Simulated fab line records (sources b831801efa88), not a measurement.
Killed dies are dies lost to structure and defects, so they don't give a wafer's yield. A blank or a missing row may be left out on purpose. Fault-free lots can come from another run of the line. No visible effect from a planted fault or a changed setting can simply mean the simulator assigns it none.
Which tool was responsible? | flow sky130 | 7 lots with 21 wafers sampled at 2 steps, on a route of 708 steps

== WHAT THE GAUGES SHOWED, per wafer ==
SKY_DNWELL_TW_MEAS_09.
lot  | measured    | on            | DNWELL_TW
L923 | day 3 20:18 | film_metro-03 | 1114 1111 1103
L925 | day 4 05:42 | film_metro-03 | 1107 1113 1108
L928 | day 4 19:24 | film_metro-04 | 1117 1122 1117
L931 | day 5 09:46 | film_metro-02 | 1117 1115 1115
L933 | day 6 00:11 | film_metro-02 | 1128 1127 1128
L938 | day 6 23:41 | film_metro-02 | 1127 1130 1129

== EACH LOT AND THE TOOL THAT RAN IT (in order: tool; ch and the chambers of the sampled wafers; start) ==
lot  | SKY_FIELD_ISO_OXIDATION_22
L923 | furnace-02 ch 0, day 2 20:16
L925 | furnace-01 ch 0, day 3 06:15
L928 | furnace-02 ch 0, day 3 21:05
L931 | furnace-01 ch 0, day 4 10:33
L933 | furnace-01 ch 0, day 4 21:22
L938 | furnace-01 ch 0, day 5 22:53
L943 | furnace-01, day 7 00:28
- SKY_FIELD_ISO_OXIDATION_22: stabilise 600 s, purge 300 s, target thk 10 nm.

== THE ANSWER, worked out from the rows above alone ==
Rule: the lots themselves supply what counts as usual. The widest of any qualifying gaps counts: lots, ordered by their means at a reading, are off when they make up no more than a third of the lots, leave a main group of 4 or more, and stand apart from it by 3 or more times the standard deviation of that group's means. Not used: any main group whose means are identical at the precision the tables above print for the reading. Also off: a lot with no number at a reading for which 4 or more lots have one. Where the step has rows for the other lots, those lots are counted as sound.
No lot is off at any reading shown: from this, nothing can be told.

== WHAT THE SIMULATOR HAD PUT IN ==
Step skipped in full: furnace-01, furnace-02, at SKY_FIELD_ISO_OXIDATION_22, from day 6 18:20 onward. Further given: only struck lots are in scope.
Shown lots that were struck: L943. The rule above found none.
